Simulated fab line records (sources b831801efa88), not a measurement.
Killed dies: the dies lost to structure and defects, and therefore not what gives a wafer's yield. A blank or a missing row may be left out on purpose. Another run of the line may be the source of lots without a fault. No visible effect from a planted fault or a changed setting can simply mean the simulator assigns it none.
The same fault as seen by 2 desks	flow sky130	numbers are kept per desk, each desk with only its own; the story behind them comes last

== THE METROLOGY DESK ==
Means of the sampled wafers that have a number, per lot and without regard to the tool the lot ran on: this is what the gauges read. Marked OUT: a lot whose mean sits more than 4 standard deviations from the usual mean, which makes it out of limits; the brackets give that distance.
Columns: A = LOCAL_INTERCONNECT_TIN_THK at SKY_LOCAL_INTERCONNECT_THK_MEAS_02, usual 101.7 nm; B = CAPM_TIN_RS at SKY_CAPM_RS_MEAS_03, usual 6.92 ohm/sq; C = CAPM_TIN_THK at SKY_CAPM_THK_MEAS_04, usual 202.7 nm
lot	first seen here	A	B	C
L380	day 29 23:22	101.6	6.87	204.5
L381	day 30 02:28	102.5	7.00	198.7
L383	day 30 07:08	102.9	6.95	201.3
L387	day 32 06:07	102.4	6.76	208.7
L394	day 34 04:07	99.5	6.96	201.9
L396	day 34 11:37	103.3	6.90	200.9
L395	day 34 17:37	102.1	7.01	200.8
L397	day 35 00:59	101.8	6.87	204.6
L400	day 35 19:27	102.4	6.90	202.1
L401	day 36 02:51	102.5	6.81	205.4
Finding of this desk: none of the 10 lots has anything out of limits.

== DESK OF THE TOOL OWNER: pvd sputter-02 ==
The tool's own readings at SKY_CAPM_SPUTTER_02 (material TiN, target thk 200 nm, time 166.7 s): means of the sampled wafers that have a number, for each lot that ran on this tool. Marked OUT: a lot whose mean sits more than 4 standard deviations from the usual mean, which makes it out of limits; the brackets give that distance.
Columns: A = throttle valve pct at SKY_CAPM_SPUTTER_02, usual 29.9 %
lot	first seen here	A
L380	day 37 01:35	30.4
L387	day 39 02:38	29.9
Finding of this desk: none of the 2 lots has anything out of limits.

== PUT TOGETHER ==
At the metrology desk, nothing out of limits was observed.
The tool owner's desk saw nothing out of limits.

== WHAT WAS PUT IN BY THE SIMULATOR ==
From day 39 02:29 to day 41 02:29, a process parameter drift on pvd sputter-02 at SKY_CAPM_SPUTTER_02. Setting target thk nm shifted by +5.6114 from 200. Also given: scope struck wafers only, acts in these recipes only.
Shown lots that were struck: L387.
